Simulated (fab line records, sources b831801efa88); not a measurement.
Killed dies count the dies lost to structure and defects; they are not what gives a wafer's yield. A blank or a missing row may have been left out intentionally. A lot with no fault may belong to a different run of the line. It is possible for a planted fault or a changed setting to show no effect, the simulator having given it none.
2 desks, one fault / flow gf180mcu / every desk sees just its own numbers, and what lay behind them comes last

FROM THE METROLOGY DESK
What the gauges read, lot by lot, whatever tool the lot ran on: means of the sampled wafers that have a number. Marked OUT: a lot whose mean sits more than 4 standard deviations from the usual mean, which makes it out of limits; the brackets give that distance.
Columns: A = M5_OVL at GF_M5_OVL_MEAS_08, usual 0 nm; B = cdNm at GF_V5_CD_MEAS_14, usual 259.9 nm
lot=L950; first seen here=day 26 05:34; A=-3; B=260.5
lot=L951; first seen here=day 26 12:37; A=5; B=258.5
lot=L952; first seen here=day 26 18:37; A=-3; B=257.7
lot=L954; first seen here=day 27 14:01; A=2; B=260.5
lot=L955; first seen here=day 27 17:43; A=-6; B=257.6
lot=L957; first seen here=day 28 16:00; A=-0; B=260.2
lot=L959; first seen here=day 29 06:09; A=8; B=261.2
lot=L962; first seen here=day 29 23:12; A=4; B=260.6
lot=L963; first seen here=day 30 07:39; A=-1; B=257.3
lot=L967; first seen here=day 31 05:22; A=3; B=260.4
lot=L968; first seen here=day 31 11:52; A=1; B=258.9
lot=L969; first seen here=day 31 20:58; A=0; B=260.9
lot=L970; first seen here=day 32 03:20; A=0; B=259.7
lot=L971; first seen here=day 32 09:24; A=9; B=260.4
Result from this desk: across the 14 lots, nothing is out of limits.

AT THE TOOL OWNER'S DESK: lithoTrack-02
The tool's own readings at GF_PASSIVATION_HMDS_05 (prime time 60 s): means of the sampled wafers that have a number, for each lot that ran on this tool. Marked OUT: a lot whose mean sits more than 4 standard deviations from the usual mean, which makes it out of limits; the brackets give that distance.
Columns: A = primeTempC at GF_PASSIVATION_HMDS_05, usual 120.00 C
lot=L951; first seen here=day 28 18:31; A=120.00
lot=L952; first seen here=day 28 23:25; A=119.91
lot=L954; first seen here=day 29 18:05; A=120.08
lot=L969; first seen here=day 33 17:10; A=120.00
lot=L970; first seen here=day 33 21:40; A=120.78 (+6.0) OUT
lot=L971; first seen here=day 34 04:23; A=120.81 (+6.2) OUT
Finding of this desk: L970, L971 out of limits; the first was L970 at day 33 21:40, on primeTempC at GF_PASSIVATION_HMDS_05. In limits: L951, L952, L954, L969.

PUT TOGETHER
The tool owner's desk had the chance to raise an alarm at day 33 21:40 on L970, L971.
Metrology desk: nothing out of limits seen.
The metrology desk has L970, L971 on record, within its limits.
Of the lots named, all ran GF_PASSIVATION_HMDS_05 on lithoTrack-02.

WHAT THE SIMULATOR PUT IN
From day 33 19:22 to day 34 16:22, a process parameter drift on lithoTrack-02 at GF_PASSIVATION_HMDS_05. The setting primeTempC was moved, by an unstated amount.
Struck lots among those shown: L970, L971.
Hours from the fault's start to each desk's first reading out of limits: the tool owner's desk, 2.
